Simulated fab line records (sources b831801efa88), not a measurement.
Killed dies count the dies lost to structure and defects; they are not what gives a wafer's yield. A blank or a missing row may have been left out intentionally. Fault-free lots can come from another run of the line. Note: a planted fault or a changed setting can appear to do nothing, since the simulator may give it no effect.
Which tool is to blame?	flow sky130	10 lots, 30 wafers sampled, at 2 steps of a route of 708

## WHAT THE GAUGES READ, wafer by wafer
SKY_SPACER_THK_MEAS_01.
lot	measured	on	SPACER_CVD_00_THK (nm)
L726	day 23 13:49	film metro-01	43.2 43.0 43.1
L727	day 24 12:06	film metro-01	43.3 43.1 42.9
L729	day 24 14:22	film metro-04	42.2 43.0 42.4
L732	day 25 09:40	film metro-03	43.8 43.6 43.8
L730	day 25 15:14	film metro-03	42.7 43.1 42.7
L734	day 25 22:50	film metro-03	43.1 43.1 43.0
L735	day 26 19:21	film metro-03	43.2 43.5 43.1
L736	day 27 00:54	film metro-03	43.6 43.7 43.4
L742	day 29 01:59	film metro-03	51.3 51.7 51.0
L743	day 29 03:30	film metro-04	51.8 52.2 52.1

## TOOL THAT RAN EACH LOT (tool first, then ch and the chambers of the sampled wafers, then the start)
lot	SKY_SPACER_CVD_00
L726	lpcvd-02 ch 0, day 23 12:36
L727	lpcvd-02 ch 1, day 24 10:53
L729	lpcvd-02 ch 1, day 24 13:08
L732	lpcvd-02 ch 0, day 25 08:28
L730	lpcvd-02 ch 0, day 25 14:01
L734	lpcvd-02 ch 1, day 25 21:37
L735	lpcvd-02 ch 1, day 26 17:32
L736	lpcvd-02 ch 1, day 26 23:05
L742	lpcvd-02 ch 0, day 29 00:47
L743	lpcvd-02 ch 0, day 29 02:16
- SKY_SPACER_CVD_00: deposits Si3N4 from DCS/NH3, target thk 43.1 nm, time 740 s.

## THE ANSWER, worked out from the rows above alone
Rule: what is usual is taken from the lots themselves. Put in order of their means at a reading, lots are off if they are a third of the lots or fewer, leave a main group of 4 or more, and stand apart from it by a gap of 3 or more times the standard deviation of the main group's means; of several such gaps the widest counts. If all means in a main group match to the digits the tables above print for the reading, that group is not used. A lot without any number at a reading at which 4 lots or more have one is off too. Where the step has rows for the other lots, those lots are counted as sound.
Off: L742, L743, at SKY_SPACER_THK_MEAS_01 (SPACER_CVD_00_THK). For the main group the mean is 43.1 nm and the standard deviation 0.36.
If a tool, at a process step before that reading, ran all the lots that are off and no sound lot after the first of them, it fits. Gauges at SKY_SPACER_THK_MEAS_01: tried the same way as those tools. One fits: lpcvd-02 at SKY_SPACER_CVD_00. Its last sound lot is L736 (day 26 23:05), its first lot that is off L742 (day 29 00:47): a fault that began between those two fits.

## WHAT WAS PUT IN BY THE SIMULATOR
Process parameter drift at SKY_SPACER_CVD_00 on lpcvd-02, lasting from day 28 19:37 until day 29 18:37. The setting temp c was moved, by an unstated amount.
Shown lots that were struck: L742, L743. The same result came from the rule above.
